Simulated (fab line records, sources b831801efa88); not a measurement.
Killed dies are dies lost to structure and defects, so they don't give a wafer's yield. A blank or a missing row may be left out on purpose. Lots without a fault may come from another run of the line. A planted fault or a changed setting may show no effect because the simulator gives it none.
fab line records | flow sfq_line
record lots=14 wafers=39 last_day=82
route steps=325 shown M8@321
lots that met no fault: from a run of the same line without faults
start_h: hours from the record's first day to the start of the lot's first wafer shown | wait_h: hours since the lot's step before | " the same as in the row above | L1.1+2: a row that stands for several wafers | - no value, or no start given | * or withheld: withheld | < > ~ a bound
route shown NAME@n: a module of which the file shows steps, and the number in the route of the first | usual: mean/standard deviation of fault-free wafers | same: alike in all rows | chamber/n: place in a boat | sites: the reading at each site | _std_site: their standard deviation | _edge_site: outer sites' mean less inner sites' | radius_mm: how far each site lies from the wafer's centre | mask NAME#n: copy n | behind: the tool/chamber that last shaped the wafer | hold: why the lot was held/for how many hours/how that ended | device: the transistor (n, p or np) that didn't switch | end of line: the same wafers' tests at the end of the route | a step without rows: its recipe alone | killed: dies lost to structure and defects at the first sort, not the wafer's yield | map: a wafer's dies, x killed, . not, _ none there
set.NAME: the setting as run; set.NAME@STEP: as run at that earlier step | model.NAME: the simulator's own value behind a step, which no gauge read
steps of the route over a sample of lots; a table a step, a row a wafer
services: from which hour (start_h, from the record's first day; less than 0 if before it) a tool's chamber was out of use, for how many hours, and why
## steps
# step SFQ_TRILAYER_M8_DEP_EVAP_196
# recipe material=Au angular_spread_deg=1 target_thk_nm=180 time_s=900 power_w=2000
# columns lot.wafer tool chamber start_h wait_h
L513.1+2+5 pvd_sputter-02 - 1770.70 0.1
L514.1+2+3 pvd_sputter-01 - 1781.50 0.1
L515.2+4+6 pvd_sputter-02 - 1783.90 0.1
L516.3+4+6 pvd_sputter-02 - 1801.53 2.1
L517.1+2+6 pvd_sputter-01 - 1801.93 0.1
L518.4+5+6 pvd_sputter-02 - 1807.90 0.1
L519.3+4+6 pvd_sputter-01 - 1815.10 0.1
L520.2+3+6 pvd_sputter-02 - 1822.30 0.1
L525.1+3 pvd_sputter-01 - 1899.85 0.1
L526.3+5 pvd_sputter-01 - 1904.65 0.1
L528.2+5 pvd_sputter-01 - 1920.27 0.1
L531.1+2+3 pvd_sputter-02 - 1935.40 0.1
L533.1+3+5 pvd_sputter-02 - 1954.08 0.1
L535.2+4+6 pvd_sputter-02 - 1957.68 0.1
# step SFQ_M8_RS_MEAS_949
# recipe thk_meas_gauge=four-point-probe reads=Au_of_TRILAYER_M8_DEP_EVAP_196+Pt_of_TRILAYER_M8_DEP_EVAP_198+Ti_of_TRILAYER_M8_DEP_EVAP_197
# usual M8_AU_RS=0.1538/0.0014
# columns lot.wafer tool chamber start_h wait_h M8_AU_RS[ohm/sq]
L513.1 film_metro-02 - 1771.22 0.3 0.1550
L513.2 " - " " 0.1556
L513.5 " - " " 0.1541
L514.1 film_metro-01 - 1782.02 0.3 0.1520
L514.2 " - " " 0.1523
L514.3 " - " " 0.1537
L515.2 film_metro-02 - 1784.44 0.3 0.1523
L515.4 " - " " 0.1527
L515.6 " - " " 0.1539
L516.3 film_metro-01 - 1802.08 0.3 0.1525
L516.4 " - " " 0.1542
L516.6 " - " " 0.1540
L517.1 film_metro-01 - 1802.52 0.3 0.1568
L517.2 " - " " 0.1553
L517.6 " - " " 0.1560
L518.4 film_metro-02 - 1808.48 0.3 0.1523
L518.5 " - " " 0.1519
L518.6 " - " " 0.1516
L519.3 film_metro-01 - 1815.66 0.3 0.1526
L519.4 " - " " 0.1551
L519.6 " - " " 0.1543
L520.2 film_metro-01 - 1822.84 0.3 0.1536
L520.3 " - " " 0.1553
L520.6 " - " " 0.1550
L525.1 film_metro-02 - 1900.36 0.3 0.3986
L525.3 " - " " 0.1533
L526.3 film_metro-02 - 1905.20 0.3 0.1550
L526.5 " - " " 0.4008
L528.2 film_metro-04 - 1920.88 0.3 0.1523
L528.5 " - " " 0.3912
L531.1 film_metro-04 - 1935.91 0.3 0.1549
L531.2 " - " " 0.1543
L531.3 " - " " 0.1539
L533.1 film_metro-01 - 1954.59 0.3 0.1533
L533.3 " - " " 0.1547
L533.5 " - " " 0.1551
L535.2 film_metro-02 - 1958.21 0.3 0.1501
L535.4 " - " " 0.1528
L535.6 " - " " 0.1512
# step SFQ_M8_THK_MEAS_950
# recipe thk_meas_gauge=xrf reads=Au_of_TRILAYER_M8_DEP_EVAP_196
# usual M8_AU_THK=176.6/1.7
# columns lot.wafer tool chamber start_h wait_h M8_AU_THK[nm]
L513.1 film_metro-02 - 1771.34 0.1 173.8
L513.2 " - " " 173.8
L513.5 " - " " 174.7
L514.1 film_metro-01 - 1782.14 0.1 179.4
L514.2 " - " " 177.5
L514.3 " - " " 177.1
L515.2 film_metro-02 - 1784.55 0.1 178.3
L515.4 " - " " 178.1
L515.6 " - " " 177.0
L516.3 film_metro-01 - 1802.18 0.1 178.6
L516.4 " - " " 175.2
L516.6 " - " " 176.7
L517.1 film_metro-01 - 1802.64 0.1 172.9
L517.2 " - " " 174.5
L517.6 " - " " 174.1
L518.4 film_metro-02 - 1808.57 0.1 178.1
L518.5 " - " " 179.7
L518.6 " - " " 179.4
L519.3 film_metro-01 - 1815.76 0.1 177.3
L519.4 " - " " 174.7
L519.6 " - " " 175.9
L520.2 film_metro-01 - 1822.95 0.1 176.5
L520.3 " - " " 175.2
L520.6 " - " " 176.0
L525.1 film_metro-02 - 1900.48 0.1 72.7
L525.3 " - " " 176.4
L526.3 film_metro-02 - 1905.30 0.1 175.2
L526.5 " - " " 72.7
L528.2 film_metro-04 - 1920.99 0.1 179.1
L528.5 " - " " 74.4
L531.1 film_metro-04 - 1936.03 0.1 176.2
L531.2 " - " " 176.6
L531.3 " - " " 176.6
L533.1 film_metro-01 - 1954.71 0.1 176.9
L533.3 " - " " 175.6
L533.5 " - " " 174.0
L535.2 film_metro-02 - 1958.32 0.1 179.7
L535.4 " - " " 177.5
L535.6 " - " " 178.8
## services
# columns tool chamber start_h hours kind
pvd_sputter-02 - 1831.69 1.8 repair
pvd_sputter-02 - 1840.90 2.2 repair
pvd_sputter-02 - 1859.72 1.4 repair
pvd_sputter-02 - 1901.57 7.8 repair
pvd_sputter-02 - 1947.38 5.6 repair
## key
first_sign step=SFQ_M8_RS_MEAS_949 reading=M8_AU_RS direction=up sigmas=99+ usual=0.1538 struck=0.3969
effect step=SFQ_M8_THK_MEAS_950 reading=M8_AU_THK direction=down sigmas=59 usual=176.6 struck=73.3
met_at SFQ_TRILAYER_M8_DEP_EVAP_196
struck_lots L525,L526,L528
struck_wafers L525.1,L526.5,L528.5
onset_between 1815.10 1899.85
fault kind=process_parameter_drift tool=pvd_sputter-01 chamber=- onset_h=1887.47 steps=SFQ_TRILAYER_M8_DEP_EVAP_196 channel=time_s offset=* shape=step end_h=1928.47 scope=struck_wafers_only acts_in=* stated=*
